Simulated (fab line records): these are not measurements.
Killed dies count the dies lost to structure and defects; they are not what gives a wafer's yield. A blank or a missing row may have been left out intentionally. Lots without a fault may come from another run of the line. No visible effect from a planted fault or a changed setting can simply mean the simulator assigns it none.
What tool caused it? | flow gf180mcu | 14 lots with 42 wafers sampled at 2 steps, on a route of 602 steps

== WHAT THE GAUGES READ, wafer by wafer ==
GF_V4_RS_MEAS_24: the measuring method here is four-point-probe. Usual: V4_W_RS gives 0.328 ohm/sq (standard deviation 0.0037).
lot  | measured     | on            | V4_W_RS (ohm/sq)  | flag
L259 | day 24 08:13 | film metro-02 | 0.330 0.324 0.328 |
L263 | day 26 00:50 | film metro-02 | 0.331 0.328 0.325 |
L264 | day 26 11:28 | film metro-03 | 0.328 0.327 0.331 |
L268 | day 27 16:20 | film metro-02 | 0.333 0.329 0.327 |
L266 | day 27 17:05 | film metro-03 | 0.333 0.333 0.334 |
L269 | day 28 07:24 | film metro-03 | 0.334 0.334 0.324 |
L270 | day 28 12:00 | film metro-01 | 0.328 0.324 0.327 |
L271 | day 28 12:29 | film metro-03 | 0.319 0.326 0.322 |
L272 | day 28 19:17 | film metro-03 | 0.331 0.329 0.326 |
L277 | day 29 19:28 | film metro-02 | 0.324 0.329 0.327 |
L279 | day 30 03:45 | film metro-03 | 0.326 0.324 0.328 |
L280 | day 30 11:37 | film metro-03 | 0.328 0.325 0.331 |
L281 | day 30 16:25 | film metro-02 | 0.329 0.328 0.327 |
L282 | day 30 23:32 | film metro-02 | 0.333 0.333 0.334 |

== WHAT TOOL EACH LOT RAN ON (gives the tool, then ch and the chambers of the sampled wafers, and finally the start) ==
lot  | GF_V4_STRIP_18
L259 | plasma asher-03 ch 0,1, day 24 07:28
L263 | plasma asher-02 ch 0,1, day 26 00:04
L264 | plasma asher-01 ch 0,1, day 26 10:41
L268 | plasma asher-03 ch 0,1, day 27 15:26
L266 | plasma asher-03 ch 0,1, day 27 16:16
L269 | plasma asher-02 ch 0,1, day 28 06:37
L270 | plasma asher-03 ch 0,1, day 28 11:13
L271 | plasma asher-03 ch 0,1, day 28 11:43
L272 | plasma asher-02 ch 0,1, day 28 18:29
L277 | plasma asher-03 ch 0,1, day 29 18:40
L279 | plasma asher-03 ch 0,1, day 30 02:59
L280 | plasma asher-02 ch 0,1, day 30 10:27
L281 | plasma asher-02 ch 0,1, day 30 15:20
L282 | plasma asher-03 ch 0,1, day 30 22:47
- GF_V4_STRIP_18: strips in O2/N2.

== AS READ BY THE TOOLS THEMSELVES (means over the sampled wafers that have a number; for cases with no such wafer, the mark the record gives instead) ==
GF_V4_STRIP_18. Usual: chamber pressure mTorr 1500.0 mTorr, standard deviation 1.3; drypump motor current A 5.92 A, standard deviation 0.12; heater power w 340 W, standard deviation 36; oes product au 0.592 a.u., standard deviation 0.0056.
lot  | tool            | chamber pressure mTorr (mTorr) | drypump motor current A (A) | heater power w (W) | oes product au (a.u.) | flag
L259 | plasma asher-03 | 1499.3                         | 5.99                        | 336                | 0.596                 |
L263 | plasma asher-02 | 1499.9                         | 5.89                        | 321                | 0.590                 |
L264 | plasma asher-01 | 1500.2                         | 5.75                        | 353                | 0.590                 |
L268 | plasma asher-03 | 1499.8                         | 5.94                        | 347                | 0.595                 |
L266 | plasma asher-03 | 1499.4                         | 6.02                        | 340                | 0.590                 |
L269 | plasma asher-02 | 1500.5                         | 5.94                        | 321                | 0.587                 |
L270 | plasma asher-03 | 1500.4                         | 5.93                        | 350                | 0.592                 |
L271 | plasma asher-03 | 1500.5                         | 5.92                        | 345                | 0.593                 |
L272 | plasma asher-02 | 1500.3                         | 5.93                        | 355                | 0.591                 |
L277 | plasma asher-03 | 1500.7                         | 6.02                        | 334                | 0.592                 |
L279 | plasma asher-03 | 1500.4                         | 5.95                        | 347                | 0.589                 |
L280 | plasma asher-02 | 1499.6                         | 5.92                        | 355                | 0.596                 |
L281 | plasma asher-02 | 1499.3                         | 5.92                        | 312                | 0.594                 |
L282 | plasma asher-03 | 1498.8                         | 6.02                        | 335                | 0.599                 |

== THE ANSWER, worked out from the rows above alone ==
Rule: lot off if the mean of its wafers having a number is beyond 3 standard deviations from the usual mean. Also off: a lot with no number at a reading for which 4 or more lots have one. Where the step has rows for the other lots, those lots are counted as sound. First the gauges in route order, then the tools' own readings, where a lot's mean is used as printed above. At the first step where some lot is off, the reading lying furthest off is the one used; lots without a number count as furthest.
None of the lots is off at any reading shown; this tells nothing.

== WHAT WAS PUT IN BY THE SIMULATOR ==
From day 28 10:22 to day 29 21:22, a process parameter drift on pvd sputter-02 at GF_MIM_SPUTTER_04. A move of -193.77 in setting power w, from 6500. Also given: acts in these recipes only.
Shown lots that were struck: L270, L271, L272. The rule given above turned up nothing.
